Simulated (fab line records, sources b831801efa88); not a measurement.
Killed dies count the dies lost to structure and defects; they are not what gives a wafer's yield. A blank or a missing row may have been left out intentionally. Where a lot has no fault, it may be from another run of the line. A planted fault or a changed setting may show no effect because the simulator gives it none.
Struck lot and sound lot, side by side -- flow sky130 -- 15 steps out of a route of 708
Sound: these wafers, L240.1, L240.3, L240.4. The struck wafers were L259.2, L259.3, L259.6. The cause comes at the end.
Per side, at each step with rows, come the tool, then ch with its chambers, and then its first start. Under that, the readings that differ: sound wafers -- struck wafers -- difference of the means -- sigmas: that difference in standard deviations of wafers without a fault.
alike: words and numbers the same on both sides, and readings whose means are apart by under 2 such deviations; not compared: readings that were withheld, readings missing a value for some wafer, numbers with overlapping values and no deviation given by the record, and bounds like >300 which may hide the same value.
A row with sigmas, a row that says differs or no value, or rows on one side alone: a step with any of these is where the two part. Non-overlapping numbers with no deviation appear without sigmas and do not part them. Lack of a reading on every wafer of one side parts them only where that side has two or more wafers.

SKY_VIA1_OVL_MEAS_13:
  sound on overlay-01, day 33 12:55; struck on overlay-01, day 40 06:01
  alike: VIA1_OVL
SKY_VIA1_ETCH_14: etches BARC in N2/H2, stops on SiO2, time 45.9 s, target depth 60 nm.
  sound on rie diel-04 ch 0,1,3, day 33 12:57; struck on rie diel-03 ch 0,2,3, day 40 06:03
  alike: drypump motor current A, h2 flow sccm, oes product au, throttle valve pct
  not compared: rf hours counter h
SKY_VIA1_ETCH_15: etches SiO2 in C4F8/O2/Ar, stops on TiN, target depth 351 nm, time 54 s.
  sound on rie diel-04 ch 0,1,3, day 33 13:00; struck on rie diel-03 ch 0,2,3, day 40 06:06
  alike: oes product au
  not compared: rf hours counter h
then, 4 steps without rows for these wafers: SKY_VIA1_STRIP_16 (strips in O2/N2); SKY_VIA1_STRIP_17 (strips in post etch residue remover, time 1200 s); SKY_VIA1_CLEAN_18 (cleans in IPA, time 180 s); SKY_VIA1_CLEAN_19 (cleans in O3/DIW).
SKY_VIA1_SPUTTER_20: material TiN, target thk 20 nm, time 80 s.
  sound on pvd sputter-04, day 33 13:38; struck on pvd sputter-01, day 40 06:46
  alike: chamber pressure pa, throttle valve pct
SKY_VIA1_CVD_21: deposits W, target thk 270 nm, time 80.902 s.
  sound on cvd w-01 ch 0,1, day 33 13:42; struck on cvd w-01 ch 0,1, day 40 06:50
  alike: heater power w
SKY_VIA1_RS_MEAS_22: the measuring method here is four-point-probe.
  sound on film metro-04, day 33 13:47; struck on film metro-04, day 40 06:57
  alike: VIA1_W_RS
SKY_VIA1_THK_MEAS_23: measures by xrf.
  sound on film metro-04, day 33 13:55; struck on film metro-04, day 40 07:04
  alike: VIA1_W_THK
then, 1 step without rows for these wafers: SKY_VIA1_CMP_24 (polishes, stops on SiO2, t overpolish 15 s, target thk 0 nm).
SKY_METAL2_SPUTTER_00: material Ti, target thk 15 nm, time 10 s.
  sound on pvd sputter-01, day 33 14:16; struck on pvd sputter-03, day 40 07:25
reading,sound,struck,difference,sigmas
chamber pressure pa (Pa),0.4008 0.3996 0.4003,0.3630 0.3618 0.3608,-0.0384,-53
throttle valve pct (%),28.3 28.8 29.0,31.0 30.7 30.7,+2.1,+3
SKY_METAL2_SPUTTER_01: material TiN, target thk 20 nm, time 16.7 s.
  sound on pvd sputter-01, day 33 14:17; struck on pvd sputter-03, day 40 07:26
  alike: chamber pressure pa, throttle valve pct
SKY_PAD_OPEN_PROBE_99:
  the record has rows for the sound wafers here (prober-01, day 45 09:14) and none for the struck ones

== WHERE THEY PART ==
First at SKY_METAL2_SPUTTER_00; last, within this record, at SKY_PAD_OPEN_PROBE_99.

WHY: what had been put in by the simulator
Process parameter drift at SKY_METAL2_SPUTTER_00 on pvd sputter-03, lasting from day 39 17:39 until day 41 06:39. Setting chamber pressure pa shifted by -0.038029 from 0.4. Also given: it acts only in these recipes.
